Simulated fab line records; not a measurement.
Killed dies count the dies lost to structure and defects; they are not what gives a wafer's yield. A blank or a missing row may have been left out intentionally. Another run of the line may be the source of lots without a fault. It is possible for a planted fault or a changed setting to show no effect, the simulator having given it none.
fab line records	flow sky130
record: lots: 11	wafers: 32	lastDay: 50
route steps=708 shown VT_ADJUST_LVTN@117 VT_ADJUST_NCORE@130 VT_ADJUST_HVTR@138 METAL1@436
lots untouched by any fault: they come from a run of this same line in which no faults occurred
startH: hours from the record's first day to the start of the lot's first wafer shown	waitH: time in hours since the lot's previous step	" repeats the value in the row above	L1.1+2: a row that stands for several wafers	- no value, or no start given	* or withheld: withheld	< > ~ a bound
route shown NAME@n: a module of which the file shows steps, and the number in the route of the first	usual: the fault-free wafers' mean and standard deviation	same: alike in all rows	chamber/n: place in a boat	sites: the reading at each site	_std_site: standard deviation across them	_edge_site: the outer-site mean with the inner-site mean subtracted	radiusMm: for every site, how far away it sits from the centre of the wafer	mask NAME#n: copy n	behind: the last tool/chamber to shape the wafer	hold: cause of the lot's hold/its duration in hours/its outcome	device: the transistor (n, p or np) that didn't switch	end of line: the route-end tests of the same wafers	a step given without rows: its recipe and nothing more	killed: dies that structure and defects cost at the first sort, which is not the same as the wafer's yield	map: shows each die of a wafer: x if killed, . if not, _ if none is there
set.NAME: the setting as run; set.NAME@STEP: as run at that earlier step	model.NAME: the simulator's own value behind a step, which no gauge read
a sample of lots followed through the steps of the route, with each step as a table and each wafer as a row
services: the hour from which a tool's chamber was out of use, counted from the record's first day as startH (under 0 if before that day), plus the number of hours and why
== steps ==
step: SKY_VT_ADJUST_LVTN_STRIP_20
recipe: chemistry: O2/N2	powerW: 1400	pressureMtorr: 1500	platenTempC: withheld	o2FlowSccm: 3000	n2FlowSccm: 300	overashFraction: 0.5
usual: drypumpMotorCurrentA: 5.9/0.42	oesProductAu: 0.716/0.0049	stripTimeToEndpointS: 14.16/0.031
lot.wafer	tool	chamber	startH	waitH	drypumpMotorCurrentA	oesProductAu	rfHoursCounterH	stripTimeToEndpointS
L921.1	plasmaAsher-04	1	177.26	0.1	5.4	0.710	6	14.19
L921.3	"	0	"	"	6.6	0.708	-	14.21
L921.6	"	1	"	"	5.4	0.723	-	14.19
L922.1	plasmaAsher-04	0	184.53	0.1	6.6	0.720	6	14.18
L922.4	"	1	"	"	5.4	0.715	-	14.17
L922.6	"	1	"	"	5.4	0.718	-	14.17
L923.1	plasmaAsher-04	1	189.68	0.1	5.4	0.714	7	14.20
L923.2	"	0	"	"	6.6	0.707	7	14.27
L923.3	"	1	"	"	5.4	0.711	-	14.27
L927.1	plasmaAsher-03	1	234.29	0.1	5.6	0.719	54	14.18
L927.5	"	1	"	"	5.6	0.715	-	14.15
L927.6	"	0	"	"	6.1	0.709	-	14.12
L926.3	plasmaAsher-01	1	234.63	0.1	5.9	0.710	-	14.12
L926.4	"	0	"	"	5.7	0.714	-	14.19
L926.5	"	1	"	"	5.9	0.717	-	14.13
L928.1	plasmaAsher-04	0	237.56	0.1	6.6	0.708	11	14.16
L928.2	"	1	"	"	5.4	0.725	11	14.13
L928.6	"	1	"	"	5.3	0.713	-	14.22
L929.1	plasmaAsher-03	0	243.21	0.1	6.0	0.716	55	14.20
L929.3	"	0	"	"	6.0	0.719	-	14.19
L929.5	"	1	"	"	5.6	0.712	-	14.19
L930.1	plasmaAsher-04	0	245.56	0.1	6.6	0.717	12	14.16
L930.2	"	1	"	"	5.4	0.706	12	14.18
L930.6	"	0	"	"	6.6	0.718	-	14.23
L934.2	plasmaAsher-04	1	272.38	0.1	5.4	0.713	14	14.18
L934.6	"	1	"	"	5.4	0.726	-	14.16
L940.3	plasmaAsher-03	0	318.79	0.1	6.1	0.718	-	14.18
L940.4	"	1	"	"	5.6	0.719	-	14.15
L940.5	"	1	"	"	5.6	0.719	-	14.15
L941.1	plasmaAsher-01	0	319.24	0.1	5.7	0.720	52	14.19
L941.4	"	0	"	"	5.7	0.711	-	14.16
L941.6	"	1	"	"	5.9	0.725	-	14.17
step: SKY_VT_ADJUST_NCORE_TW_MEAS_11
usual: VT_ADJUST_NCORE_TW: 218/3.5
lot.wafer	tool	chamber	startH	waitH	VT_ADJUST_NCORE_TW
L921.1	filmMetro-03	-	197.44	0.1	221
L921.3	"	-	"	"	222
L921.6	"	-	"	"	220
L922.1	filmMetro-03	-	205.75	0.1	222
L922.4	"	-	"	"	220
L922.6	"	-	"	"	220
L923.1	filmMetro-01	-	210.60	0.1	215
L923.2	"	-	"	"	215
L923.3	"	-	"	"	215
L927.1	filmMetro-04	-	256.70	0.1	222
L927.5	"	-	"	"	221
L927.6	"	-	"	"	221
L926.3	filmMetro-01	-	257.08	0.1	213
L926.4	"	-	"	"	212
L926.5	"	-	"	"	214
L928.1	filmMetro-01	-	260.64	0.1	215
L928.2	"	-	"	"	214
L928.6	"	-	"	"	214
L929.1	filmMetro-01	-	266.75	0.1	216
L929.3	"	-	"	"	216
L929.5	"	-	"	"	217
L930.1	filmMetro-04	-	270.01	0.1	220
L930.2	"	-	"	"	221
L930.6	"	-	"	"	220
L934.2	filmMetro-04	-	316.84	0.1	221
L934.6	"	-	"	"	221
L940.3	filmMetro-01	-	338.81	0.1	213
L940.4	"	-	"	"	213
L940.5	"	-	"	"	213
L941.1	filmMetro-04	-	341.79	0.1	221
L941.4	"	-	"	"	221
L941.6	"	-	"	"	222
step: SKY_VT_ADJUST_HVTR_CD_MEAS_07
recipe: targetCdNm: 380
usual: cdNm: 380.7/2.7
lot.wafer	tool	chamber	startH	waitH	cdNm
L921.1	cdSem-02	-	218.10	0.2	382.7
L921.3	"	-	"	"	381.3
L921.6	"	-	"	"	384.7
L922.1	cdSem-02	-	227.07	0.1	378.3
L922.4	"	-	"	"	379.2
L922.6	"	-	"	"	379.6
L923.1	cdSem-02	-	232.16	0.1	378.2
L923.2	"	-	"	"	379.1
L923.3	"	-	"	"	382.1
L927.1	cdSem-02	-	281.08	0.1	383.4
L927.5	"	-	"	"	384.2
L927.6	"	-	"	"	384.0
L926.3	cdSem-01	-	281.80	0.1	379.4
L926.4	"	-	"	"	377.9
L926.5	"	-	"	"	380.1
L928.1	cdSem-01	-	285.06	0.1	379.0
L928.2	"	-	"	"	381.5
L928.6	"	-	"	"	379.7
L929.1	cdSem-01	-	290.67	0.1	381.7
L929.3	"	-	"	"	375.6
L929.5	"	-	"	"	381.5
L930.1	cdSem-01	-	294.78	0.1	382.6
L930.2	"	-	"	"	380.3
L930.6	"	-	"	"	380.1
L934.2	cdSem-01	-	325.28	0.1	380.3
L934.6	"	-	"	"	380.2
L940.3	cdSem-01	-	365.40	0.1	380.4
L940.4	"	-	"	"	380.5
L940.5	"	-	"	"	378.6
L941.1	cdSem-01	-	369.11	0.1	386.2
L941.4	"	-	"	"	387.1
L941.6	"	-	"	"	386.0
step: SKY_METAL1_SPUTTER_02
recipe: material: AlCu	targetThkNm: 250	powerW: 10600	timeS: 13.3	chamberPressurePa: 0.4
usual: throttleValvePct: 29.9/1
lot.wafer	tool	chamber	startH	waitH	throttleValvePct
L923.1	pvdSputter-01	-	776.58	0.0	28.1
L923.2	"	-	"	"	30.4
L923.3	"	-	"	"	30.5
L921.1	pvdSputter-04	-	777.71	0.0	30.0
L921.3	"	-	"	"	30.8
L921.6	"	-	"	"	30.9
L922.1	pvdSputter-04	-	778.85	0.0	30.1
L922.4	"	-	"	"	30.7
L922.6	"	-	"	"	28.9
L927.1	pvdSputter-04	-	824.95	0.0	30.2
L927.5	"	-	"	"	30.2
L927.6	"	-	"	"	30.7
L926.3	pvdSputter-04	-	827.83	0.0	29.2
L926.4	"	-	"	"	30.0
L926.5	"	-	"	"	29.9
L929.1	pvdSputter-01	-	831.57	0.0	30.3
L929.3	"	-	"	"	28.0
L929.5	"	-	"	"	28.8
L928.1	pvdSputter-03	-	835.50	0.0	31.6
L928.2	"	-	"	"	28.7
L928.6	"	-	"	"	31.6
L930.1	pvdSputter-03	-	836.63	0.0	29.6
L930.2	"	-	"	"	28.7
L930.6	"	-	"	"	28.5
L934.2	pvdSputter-03	-	870.09	0.0	31.6
L934.6	"	-	"	"	31.7
L941.1	pvdSputter-04	-	906.78	0.0	30.8
L941.4	"	-	"	"	30.8
L941.6	"	-	"	"	30.6
L940.3	pvdSputter-01	-	909.19	0.0	27.9
L940.4	"	-	"	"	30.4
L940.5	"	-	"	"	28.0
step: SKY_METAL1_RS_MEAS_05
recipe: thkMeasGauge: four-point-probe	reads: TiN_of_METAL1_SPUTTER_04+Ti_of_METAL1_SPUTTER_03+AlCu_of_METAL1_SPUTTER_02+TiN_of_METAL1_SPUTTER_01+Ti_of_METAL1_SPUTTER_00
usual: METAL1_ALCU_RS: 0.1272/0.0015
lot.wafer	tool	chamber	startH	waitH	hold	METAL1_ALCU_RS[ohm/sq]
L923.1	filmMetro-02	-	776.68	0.0	-	0.1253
L923.2	"	-	"	"	-	0.1268
L923.3	"	-	"	"	-	0.1260
L921.1	filmMetro-04	-	777.80	0.0	-	0.1269
L921.3	"	-	"	"	-	0.1273
L921.6	"	-	"	"	-	0.1270
L922.1	filmMetro-03	-	778.94	0.0	-	0.1261
L922.4	"	-	"	"	-	0.1284
L922.6	"	-	"	"	-	0.1261
L927.1	filmMetro-02	-	825.04	0.0	-	0.1269
L927.5	"	-	"	"	-	0.1274
L927.6	"	-	"	"	-	0.1311
L926.3	filmMetro-02	-	827.96	0.1	-	0.1271
L926.4	"	-	"	"	-	0.1262
L926.5	"	-	"	"	-	0.1263
L929.1	filmMetro-04	-	831.66	0.0	-	0.1255
L929.3	"	-	"	"	-	0.1248
L929.5	"	-	"	"	-	0.1238
L928.1	filmMetro-04	-	835.59	0.0	-	0.1297
L928.2	"	-	"	"	-	0.1260
L928.6	"	-	"	"	-	0.1293
L930.1	filmMetro-03	-	836.73	0.0	-	0.1268
L930.2	"	-	"	"	-	0.1244
L930.6	"	-	"	"	-	0.1253
L934.2	filmMetro-03	-	870.20	0.0	awaitDispo/0.2h/release	0.1288
L934.6	"	-	"	"	awaitDispo/0.2h/release	0.1352
L934.2	filmMetro-03	-	870.53	0.3	-	0.1287
L934.6	"	-	"	"	-	0.1352
L941.1	filmMetro-04	-	906.88	0.0	-	0.1286
L941.4	"	-	"	"	-	0.1299
L941.6	"	-	"	"	-	0.1275
L940.3	filmMetro-02	-	909.32	0.1	-	0.1277
L940.4	"	-	"	"	-	0.1286
L940.5	"	-	"	"	-	0.1275
step: SKY_METAL1_THK_MEAS_06
recipe: thkMeasGauge: xrf	reads: AlCu_of_METAL1_SPUTTER_02
usual: METAL1_ALCU_THK: 248/3.3
lot.wafer	tool	chamber	startH	waitH	hold	METAL1_ALCU_THK[nm]
L923.1	filmMetro-02	-	776.80	0.1	-	254
L923.2	"	-	"	"	-	250
L923.3	"	-	"	"	-	251
L921.1	filmMetro-04	-	777.92	0.1	-	250
L921.3	"	-	"	"	-	248
L921.6	"	-	"	"	-	247
L922.1	filmMetro-03	-	779.06	0.1	-	252
L922.4	"	-	"	"	-	247
L922.6	"	-	"	"	-	250
L927.1	filmMetro-02	-	825.16	0.1	-	251
L927.5	"	-	"	"	-	252
L927.6	"	-	"	"	-	242
L926.3	filmMetro-02	-	828.06	0.1	-	251
L926.4	"	-	"	"	-	252
L926.5	"	-	"	"	-	255
L929.1	filmMetro-04	-	831.78	0.1	-	251
L929.3	"	-	"	"	-	253
L929.5	"	-	"	"	-	254
L928.1	filmMetro-04	-	835.71	0.1	-	243
L928.2	"	-	"	"	-	250
L928.6	"	-	"	"	-	244
L930.1	filmMetro-03	-	836.85	0.1	-	248
L930.2	"	-	"	"	-	252
L930.6	"	-	"	"	-	251
L934.2	filmMetro-03	-	872.45	1.9	awaitDispo/0.2h/release	247
L934.6	"	-	"	"	awaitDispo/0.2h/release	235
L934.2	filmMetro-03	-	872.75	0.3	-	246
L934.6	"	-	"	"	-	232
L941.1	filmMetro-04	-	907.00	0.1	-	247
L941.4	"	-	"	"	-	246
L941.6	"	-	"	"	-	247
L940.3	filmMetro-02	-	909.42	0.1	-	250
L940.4	"	-	"	"	-	247
L940.5	"	-	"	"	-	250
== services ==
tool	chamber	startH	hours	kind
pvdSputter-04	-	156.06	6.5	repair
plasmaAsher-03	-	166.67	1.1	repair
plasmaAsher-03	-	218.71	0.6	repair
plasmaAsher-04	-	254.10	2.8	pm
plasmaAsher-04	-	262.55	5.7	repair
pvdSputter-04	-	319.61	2.8	repair
plasmaAsher-04	-	344.94	57.4	repair
pvdSputter-01	-	347.10	9.9	repair
pvdSputter-04	-	378.19	2.1	repair
plasmaAsher-04	-	417.84	1.1	repair
plasmaAsher-03	-	421.25	9.0	pm
pvdSputter-04	-	500.39	2.2	repair
pvdSputter-01	-	509.85	3.9	repair
plasmaAsher-03	-	516.59	2.8	pm
pvdSputter-01	-	536.84	2.3	repair
pvdSputter-01	-	566.92	11.9	repair
plasmaAsher-04	-	688.12	7.9	repair
pvdSputter-01	-	689.59	3.4	repair
plasmaAsher-03	-	714.82	41.4	repair
pvdSputter-04	-	736.49	7.1	repair
pvdSputter-04	-	744.55	9.7	repair
plasmaAsher-03	-	857.92	4.0	repair
pvdSputter-01	-	868.54	2.8	repair
plasmaAsher-03	-	874.41	15.6	pm
== key ==
firstSign: step: SKY_METAL1_RS_MEAS_05	reading: visit	direction: added
effect: step: SKY_METAL1_RS_MEAS_05	reading: METAL1_ALCU_RS	direction: up	sigmas: 5.5	usual: 0.1272	struck: 0.1352
effect: step: SKY_METAL1_THK_MEAS_06	reading: visit	direction: added
metAt SKY_METAL1_SPUTTER_02
struckLots L934
struckWafers L934.6
notActingAt SKY_VT_ADJUST_LVTN_STRIP_20,SKY_VT_ADJUST_NCORE_TW_MEAS_11,SKY_VT_ADJUST_HVTR_CD_MEAS_07
onsetBetween 836.63 870.09
fault: kind: processParameterDrift	tool: pvdSputter-03	chamber: -	onsetH: 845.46	steps: SKY_METAL1_SPUTTER_02	channel: timeS	offset: *	shape: step	endH: 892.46	scope: struckWafersOnly	actsIn: *	stated: *
